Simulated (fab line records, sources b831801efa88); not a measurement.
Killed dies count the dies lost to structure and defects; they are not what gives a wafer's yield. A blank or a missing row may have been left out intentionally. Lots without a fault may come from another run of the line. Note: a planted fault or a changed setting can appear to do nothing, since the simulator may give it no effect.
Which tool is to blame? ; flow sky130 ; 13 lots, 39 wafers sampled, at 2 steps of a route of 708

== WHAT EACH GAUGE READ, for each wafer ==
SKY_NWELL_OVL_MEAS_10. Usual: NWELL_00_OVL typically reads 0.8 nm, with standard deviation 1.5.
lot;measured;on;NWELL_00_OVL (nm);flag
L242;day 4 18:16;overlay-01;0.6 -0.4 -1.3;
L244;day 5 06:58;overlay-01;0.8 -0.8 0.3;
L245;day 5 11:17;overlay-02;2.4 2.5 2.8;
L246;day 5 20:13;overlay-01;2.0 1.0 2.4;
L251;day 6 22:46;overlay-02;2.8 2.1 2.0;
L256;day 7 23:32;overlay-02;-1.1 -0.5 0.6;
L257;day 8 14:37;overlay-01;2.1 1.8 2.4;
L258;day 8 15:11;overlay-02;0.1 1.4 2.0;
L259;day 8 21:44;overlay-02;-1.1 -1.0 -1.5;
L260;day 9 03:20;overlay-01;-0.9 -0.7 0.5;
L261;day 9 09:08;overlay-01;1.4 1.6 1.4;
L262;day 9 17:58;overlay-02;0.1 0.1 1.3;
L264;day 10 12:08;overlay-01;2.6 0.2 -0.9;

== EACH LOT AND THE TOOL THAT RAN IT (in order: tool; ch and the chambers of the sampled wafers; start) ==
lot;SKY_NWELL_EXPOSE_07
L242;iline_stepper-02 ch 0, day 4 09:50
L244;iline_stepper-02 ch 0, day 4 23:01
L245;iline_stepper-01 ch 0, day 5 02:44
L246;iline_stepper-01 ch 0, day 5 10:44
L251;iline_stepper-01 ch 0, day 6 14:40
L256;iline_stepper-02 ch 0, day 7 14:16
L257;iline_stepper-01 ch 0, day 8 03:51
L258;iline_stepper-02 ch 0, day 8 04:58
L259;iline_stepper-02 ch 0, day 8 11:32
L260;iline_stepper-01 ch 0, day 8 16:40
L261;iline_stepper-01 ch 0, day 8 22:38
L262;iline_stepper-02 ch 0, day 9 07:22
L264;iline_stepper-01 ch 0, day 10 00:30
- SKY_NWELL_EXPOSE_07: exposes mask NWM, target cd 840 nm.

== WHAT THE TOOLS THEMSELVES READ (means of the sampled wafers that have a number; where no wafer has one, the mark that the record gives instead) ==
The record holds no such reading with a usual standard deviation.

== THE ANSWER, worked out from the rows above alone ==
Rule: take the mean of a lot's wafers that have a number; if it is more than 3 standard deviations from the usual mean, the lot is off. A lot without any number at a reading at which 4 lots or more have one is off too. Any other lot the step has rows for is counted as sound. Order of review: gauges by route order, followed by the tools' own readings, for which a lot's mean as printed above is used. The first step at which some lot is off is used, and at that step the reading that is off furthest; a lot without a number counts as furthest.
None of the lots is off at any reading shown; this tells nothing.

== WHAT THE SIMULATOR HAD PUT IN ==
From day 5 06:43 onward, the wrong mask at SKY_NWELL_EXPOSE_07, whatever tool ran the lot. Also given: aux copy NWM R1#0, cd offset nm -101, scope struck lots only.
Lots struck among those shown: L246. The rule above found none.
